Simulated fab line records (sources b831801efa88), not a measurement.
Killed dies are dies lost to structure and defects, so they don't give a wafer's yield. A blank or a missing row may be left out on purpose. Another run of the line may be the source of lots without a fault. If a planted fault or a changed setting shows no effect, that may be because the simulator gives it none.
Matching of chambers | flow sky130 | 3 sister chambers for SKY_CAP2M_CVD_00 on pecvd-01
The step deposits SiO2, target thk 15.5 nm. 6 wafers are shown with their chamber, then 8 later ones without.

WAFERS WITH THEIR CHAMBER
wafer  | chamber | heater power w (W) | heater power outer w (W)
L081.4 | 1       | 758                | 471
L081.6 | 2       | 747                | 455
L084.6 | 1       | 708                | 421
L089.4 | 2       | 678                | 397
L089.6 | 0       | 865                | 518
L092.1 | 0       | 860                | 522

WAFERS WHOSE CHAMBER IS MISSING
wafer  | heater power w (W) | heater power outer w (W)
L092.2 | 642                | 360
L092.5 | 897                | 538
L093.2 | 740                | 429
L093.5 | 719                | 437
L093.6 | 725                | 427
L097.1 | 760                | 475
L097.5 | 760                | 460
L097.6 | 684                | 404

THE CHAMBER EACH PASSED THROUGH
wafer  | from the rows above     | in truth
L092.2 | can't be placed: 2 or 1 | 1
L092.5 | 0                       | 0
L093.2 | can't be placed: 1 or 2 | 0
L093.5 | can't be placed: 2 or 1 | 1
L093.6 | can't be placed: 2 or 1 | 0
L097.1 | can't be placed: 1 or 2 | 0
L097.5 | can't be placed: 1 or 2 | 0
L097.6 | can't be placed: 2 or 1 | 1
1 of 8 placed correctly. Can't be placed from these rows: 7 (the true chamber is among the candidates in 3). 0 placed wrongly.
How it was worked out, from the rows above alone: a wafer's distance from a chamber is the root of the sum, over the readings, of the square of ((its reading less the chamber's mean) divided by the reading's scatter). The wafer belongs to the nearest chamber; if the next one is less than 2 further off, it can't be placed. The mean given for a chamber averages the wafers shown for that chamber. The scatter: the root of (the sum of the squares of (reading less its chamber's mean) over the shown wafers, divided by (wafers less chambers)).
